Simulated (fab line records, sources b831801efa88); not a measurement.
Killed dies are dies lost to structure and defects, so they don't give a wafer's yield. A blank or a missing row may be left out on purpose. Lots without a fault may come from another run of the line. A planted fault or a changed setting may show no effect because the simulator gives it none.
Which tool did it? | flow sfq_line | 14 lots, 42 wafers sampled, at 2 steps of a route of 325

WHAT THE GAUGES READ, wafer by wafer
The record holds no reading of a measuring or inspecting step that can be judged against a usual standard deviation.

WHICH TOOL RAN EACH LOT (tool, then ch and the chambers of the sampled wafers, then the start)
lot  | SFQ_TRILAYER_I4_VIA_LITHO_COAT_108 | SFQ_TRILAYER_I4_VIA_BARC_OPEN_VIA_ETCH_146
L176 | litho_track-04 ch 0, day 49 17:55  | rie_diel-02 ch 1,2,3, day 49 20:12
L177 | litho_track-03 ch 0, day 50 09:06  | rie_diel-03 ch 0,2,3, day 50 11:23
L178 | litho_track-04 ch 0, day 50 14:19  | rie_diel-03 ch 0,3, day 50 16:44
L180 | litho_track-01 ch 0, day 51 13:22  | rie_diel-01 ch 0,2,3, day 57 07:05
L181 | litho_track-04 ch 0, day 51 17:46  | rie_diel-02 ch 1,2,3, day 57 09:29
L182 | litho_track-03 ch 0, day 51 22:29  | rie_diel-02 ch 0,2,3, day 57 17:39
L183 | litho_track-04 ch 0, day 52 09:11  | rie_diel-03 ch 1,2,3, day 58 04:27
L184 | litho_track-04 ch 0, day 52 17:37  | rie_diel-02 ch 1,2, day 58 12:58
L185 | litho_track-01 ch 0, day 53 20:16  | rie_diel-02 ch 0,3, day 59 10:34
L186 | litho_track-04 ch 0, day 53 23:16  | rie_diel-01 ch 0,2,3, day 59 12:58
L187 | litho_track-04 ch 0, day 54 11:16  | rie_diel-03 ch 0,1,2, day 60 02:10
L190 | litho_track-04 ch 0, day 55 08:46  | rie_diel-03 ch 0,2,3, day 60 21:22
L193 | litho_track-04 ch 0, day 55 15:28  | rie_diel-03 ch 0,1,2, day 61 04:34
L198 | litho_track-04 ch 0, day 58 02:50  | rie_diel-03 ch 0,1,2, day 63 15:52
- SFQ_TRILAYER_I4_VIA_LITHO_COAT_108: resist thk 62 nm.
- SFQ_TRILAYER_I4_VIA_BARC_OPEN_VIA_ETCH_146: etches BARC in O2, target depth 125 nm, time 41.7 s.

WHAT THE TOOLS THEMSELVES READ (means of the sampled wafers that have a number; where no wafer has one, the mark that the record gives instead)
SFQ_TRILAYER_I4_VIA_LITHO_COAT_108.
lot  | tool           | resist_line_temp_C (C)
L176 | litho_track-04 | 23.08
L177 | litho_track-03 | 23.09
L178 | litho_track-04 | 23.01
L180 | litho_track-01 | 23.08
L181 | litho_track-04 | 23.05
L182 | litho_track-03 | 22.93
L183 | litho_track-04 | 22.90
L184 | litho_track-04 | 23.17
L185 | litho_track-01 | 22.86
L186 | litho_track-04 | 22.99
L187 | litho_track-04 | 22.97
L190 | litho_track-04 | 22.95
L193 | litho_track-04 | 22.94
L198 | litho_track-04 | 22.85

SFQ_TRILAYER_I4_VIA_BARC_OPEN_VIA_ETCH_146.
lot  | tool        | drypump_motor_current_A (A) | oes_product_au (a.u.)
L176 | rie_diel-02 | 6.1                         | 0.684
L177 | rie_diel-03 | 5.9                         | 0.687
L178 | rie_diel-03 | 6.2                         | 0.686
L180 | rie_diel-01 | 6.1                         | 0.688
L181 | rie_diel-02 | 6.1                         | 0.687
L182 | rie_diel-02 | 5.8                         | 0.687
L183 | rie_diel-03 | 5.7                         | 0.686
L184 | rie_diel-02 | 6.0                         | 0.686
L185 | rie_diel-02 | 5.7                         | 0.682
L186 | rie_diel-01 | 6.1                         | 0.685
L187 | rie_diel-03 | 6.0                         | 0.685
L190 | rie_diel-03 | 5.9                         | 0.657
L193 | rie_diel-03 | 5.9                         | 0.654
L198 | rie_diel-03 | 5.9                         | 0.685

THE ANSWER, worked out from the rows above alone
Rule: what is usual is taken from the lots themselves. Put in order of their means at a reading, lots are off if they are a third of the lots or fewer, leave a main group of 4 or more, and stand apart from it by a gap of 3 or more times the standard deviation of the main group's means; of several such gaps the widest counts. A main group whose means are all the same, to the digits that the tables above print for the reading, isn't used. A lot without any number at a reading at which 4 lots or more have one is off too. The other lots that the step has rows for count as sound. The gauges are gone through in route order, then the tools' own readings, and for those a lot's mean is taken as printed above. The first step at which some lot is off is used, and at that step the reading that is off furthest; a lot without a number counts as furthest.
Off: L190, L193, at SFQ_TRILAYER_I4_VIA_BARC_OPEN_VIA_ETCH_146 (oes_product_au). The main group: mean 0.686 a.u., standard deviation 0.0015.
A tool fits if, at that step or a process step before it, it ran every lot that is off, and no sound lot after the first of them. None of those tried fits.

WHAT THE SIMULATOR HAD PUT IN
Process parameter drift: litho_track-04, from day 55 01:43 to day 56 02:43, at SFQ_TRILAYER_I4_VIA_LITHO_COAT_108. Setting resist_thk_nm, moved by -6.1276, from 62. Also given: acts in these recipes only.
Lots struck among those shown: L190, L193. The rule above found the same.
